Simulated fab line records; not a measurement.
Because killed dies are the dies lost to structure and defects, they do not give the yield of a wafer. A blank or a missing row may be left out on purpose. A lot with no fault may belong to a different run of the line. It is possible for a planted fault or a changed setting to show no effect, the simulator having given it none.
Chamber matching ; flow gf180mcu ; 4 sister chambers for GF_POLY_GATE_ETCH_13 on rie_si-02
The step etches poly-Si in HBr/Cl2, stops on SiO2, target depth 198.5 nm, time 69.6 s. 4 wafers are shown with their chamber, then 7 later ones without.

WAFERS WITH THEIR CHAMBER
wafer;chamber;drypump_motor_current_A (A)
L610.4;0;5.3
L613.6;1;4.9
L614.1;2;5.8
L614.2;3;5.9

WAFERS MISSING THEIR CHAMBER
wafer;drypump_motor_current_A (A)
L614.3;5.0
L617.1;5.3
L617.5;5.0
L617.6;5.3
L628.1;5.9
L628.3;5.3
L628.5;5.8

EACH ONE'S CHAMBER
wafer;from the rows above;in truth
L614.3;1;1
L617.1;0;0
L617.5;1;1
L617.6;0;0
L628.1;can't be placed: 3 or 2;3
L628.3;0;0
L628.5;can't be placed: 2 or 3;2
Correct placement for 5 of the 7. Not placeable from these rows: 2 (in 2, the candidates include the true chamber). Placed wrongly: 0.
How it was worked out, from the rows above alone: a wafer's distance from a chamber is the root of the sum, over the readings, of the square of ((its reading less the chamber's mean) divided by the reading's scatter). If the next closest chamber is less than 2 further off than the closest, the wafer can't be placed; otherwise it belongs to the closest. The mean given for a chamber averages the wafers shown for that chamber. The scatter: root of mean squared gap, hidden wafer to nearest shown wafer, with one shown wafer a chamber.
